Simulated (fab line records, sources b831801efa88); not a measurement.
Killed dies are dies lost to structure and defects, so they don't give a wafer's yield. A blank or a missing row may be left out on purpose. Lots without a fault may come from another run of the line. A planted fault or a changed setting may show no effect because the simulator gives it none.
Which tool did it? | flow sky130 | 11 lots, 33 wafers sampled, at 6 steps of a route of 708

WHAT THE GAUGES READ, wafer by wafer
SKY_METAL1_OVL_MEAS_16.
lot  | measured     | on         | METAL1_OVL (nm)
L158 | day 32 19:30 | overlay-02 | 5 5 0
L159 | day 33 14:25 | overlay-01 | -5 -11 1
L165 | day 35 15:51 | overlay-01 | 3 2 -9
L166 | day 36 03:55 | overlay-01 | 1 7 2
L169 | day 36 13:14 | overlay-01 | 1 2 2
L170 | day 37 05:53 | overlay-02 | -6 -7 -4
L171 | day 37 13:31 | overlay-02 | -8 -5 -3
L174 | day 38 09:48 | overlay-01 | 1 3 5
L176 | day 38 18:06 | overlay-02 | 4 6 -6
L178 | day 39 02:44 | overlay-02 | -9 -12 1
L179 | day 39 14:48 | overlay-01 | -4 -8 2

SKY_VIA1_OVL_MEAS_13.
lot  | measured     | on         | VIA1_OVL (nm)
L158 | day 33 22:18 | overlay-01 | -9 5 -1
L159 | day 34 19:13 | overlay-01 | 6 5 4
L165 | day 36 19:07 | overlay-02 | 7 2 -7
L166 | day 37 07:58 | overlay-01 | -5 3 0
L169 | day 37 16:56 | overlay-01 | -10 -5 -7
L170 | day 38 09:37 | overlay-02 | -6 2 -1
L171 | day 38 16:33 | overlay-01 | 8 5 -1
L174 | day 39 12:14 | overlay-02 | 3 3 12
L176 | day 39 19:58 | overlay-01 | 6 -7 0
L178 | day 40 04:34 | overlay-02 | 12 5 -1
L179 | day 40 17:10 | overlay-01 | 2 -7 0

SKY_VIA1_THK_MEAS_23: measures by xrf.
lot  | measured     | on            | VIA1_W_THK (nm)
L158 | day 33 23:23 | film_metro-03 | 269 270 266
L159 | day 34 20:16 | film_metro-04 | 260 262 260
L165 | day 36 20:07 | film_metro-03 | 267 267 268
L166 | day 37 08:58 | film_metro-02 | 261 261 264
L169 | day 37 17:55 | film_metro-03 | 264 264 265
L170 | day 38 10:39 | film_metro-03 | 265 265 260
L171 | day 38 17:32 | film_metro-02 | 267 269 268
L174 | day 39 13:19 | film_metro-02 | 268 262 266
L176 | day 39 20:58 | film_metro-03 | 265 259 262
L178 | day 40 05:34 | film_metro-02 | 262 260 267
L179 | day 40 18:12 | film_metro-02 | 267 272 266

SKY_METAL2_RS_MEAS_05: measures by four-point-probe.
lot  | measured     | on            | METAL2_ALCU_RS (ohm/sq)
L158 | day 33 23:55 | film_metro-01 | 0.1253 0.1255 0.1254
L159 | day 34 20:47 | film_metro-04 | 0.1243 0.1261 0.1254
L165 | day 36 20:38 | film_metro-01 | 0.1208 0.1199 0.1204
L166 | day 37 09:28 | film_metro-04 | 0.1198 0.1197 0.1191
L169 | day 37 18:26 | film_metro-03 | 0.1238 0.1247 0.1250
L170 | day 38 11:09 | film_metro-03 | 0.1236 0.1242 0.1238
L171 | day 38 18:04 | film_metro-04 | 0.1276 0.1268 0.1279
L174 | day 39 14:04 | film_metro-01 | 0.1267 0.1252 0.1273
L176 | day 39 21:28 | film_metro-01 | 0.1258 0.1267 0.1262
L178 | day 40 06:04 | film_metro-03 | 0.1242 0.1232 0.1237
L179 | day 40 18:42 | film_metro-01 | 0.1255 0.1252 0.1252

SKY_METAL2_THK_MEAS_06: measures by xrf.
lot  | measured     | on            | METAL2_ALCU_THK (nm)
L158 | day 34 00:00 | film_metro-01 | 250 249 251
L159 | day 34 20:53 | film_metro-04 | 253 249 249
L165 | day 36 20:44 | film_metro-01 | 255 260 258
L166 | day 37 09:35 | film_metro-04 | 259 257 260
L169 | day 37 18:32 | film_metro-03 | 255 254 254
L170 | day 38 11:16 | film_metro-03 | 255 256 258
L171 | day 38 18:10 | film_metro-04 | 246 247 245
L174 | day 39 14:11 | film_metro-01 | 249 254 248
L176 | day 39 21:35 | film_metro-01 | 250 249 250
L178 | day 40 06:11 | film_metro-03 | 252 257 254
L179 | day 40 18:49 | film_metro-01 | 253 254 254

WHICH TOOL RAN EACH LOT (tool, then ch and the chambers of the sampled wafers, then the start)
lot  | SKY_METAL2_SPUTTER_02
L158 | pvd_sputter-02, day 33 23:46
L159 | pvd_sputter-04, day 34 20:40
L165 | pvd_sputter-01, day 36 20:30
L166 | pvd_sputter-01, day 37 09:21
L169 | pvd_sputter-04, day 37 18:19
L170 | pvd_sputter-02, day 38 11:03
L171 | pvd_sputter-02, day 38 17:56
L174 | pvd_sputter-02, day 39 13:59
L176 | pvd_sputter-04, day 39 21:22
L178 | pvd_sputter-02, day 40 05:58
L179 | pvd_sputter-04, day 40 18:37
- SKY_METAL2_SPUTTER_02: material AlCu, target thk 250 nm, time 13.3 s.

WHAT THE TOOLS THEMSELVES READ (means of the sampled wafers that have a number; where no wafer has one, the mark that the record gives instead)
SKY_METAL2_SPUTTER_02.
lot  | tool           | chamber_pressure_pa (Pa) | throttle_valve_pct (%)
L158 | pvd_sputter-02 | 0.4006                   | 28.8
L159 | pvd_sputter-04 | 0.3994                   | 29.5
L165 | pvd_sputter-01 | 0.3305                   | 33.0
L166 | pvd_sputter-01 | 0.3304                   | 33.5
L169 | pvd_sputter-04 | 0.3993                   | 30.1
L170 | pvd_sputter-02 | 0.4000                   | 31.3
L171 | pvd_sputter-02 | 0.4011                   | 30.5
L174 | pvd_sputter-02 | 0.3999                   | 30.4
L176 | pvd_sputter-04 | 0.3987                   | 29.6
L178 | pvd_sputter-02 | 0.4002                   | 30.1
L179 | pvd_sputter-04 | 0.4003                   | 29.7

THE ANSWER, worked out from the rows above alone
Rule: what is usual is taken from the lots themselves. Put in order of their means at a reading, lots are off if they are a third of the lots or fewer, leave a main group of 4 or more, and stand apart from it by a gap of 3 or more times the standard deviation of the main group's means; of several such gaps the widest counts. A main group whose means are all the same, to the digits that the tables above print for the reading, isn't used. A lot without any number at a reading at which 4 lots or more have one is off too. The other lots that the step has rows for count as sound. The gauges are gone through in route order, then the tools' own readings, and for those a lot's mean is taken as printed above. The first step at which some lot is off is used, and at that step the reading that is off furthest; a lot without a number counts as furthest.
Off: L165, L166, at SKY_METAL2_SPUTTER_02 (chamber_pressure_pa). The main group: mean 0.3999 Pa, standard deviation 0.00068.
A tool fits if, at that step or a process step before it, it ran every lot that is off, and no sound lot after the first of them. One fits: pvd_sputter-01 at SKY_METAL2_SPUTTER_02. It ran no sound lot before its first lot that is off in this sample, so the start can't be narrowed down.
The tool's own readings at SKY_METAL2_SPUTTER_02 bear it out: on the lots that are off they differ by more than 5 times the standard deviation of the sound lots' means. chamber_pressure_pa reads 0.3305 Pa there against 0.3999 Pa on the sound lots.

WHAT THE SIMULATOR HAD PUT IN
Process parameter drift: pvd_sputter-01, from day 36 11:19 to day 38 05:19, at SKY_METAL2_SPUTTER_02. Setting chamber_pressure_pa, moved by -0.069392, from 0.4. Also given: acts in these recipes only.
Lots struck among those shown: L165, L166. The rule above found the same.
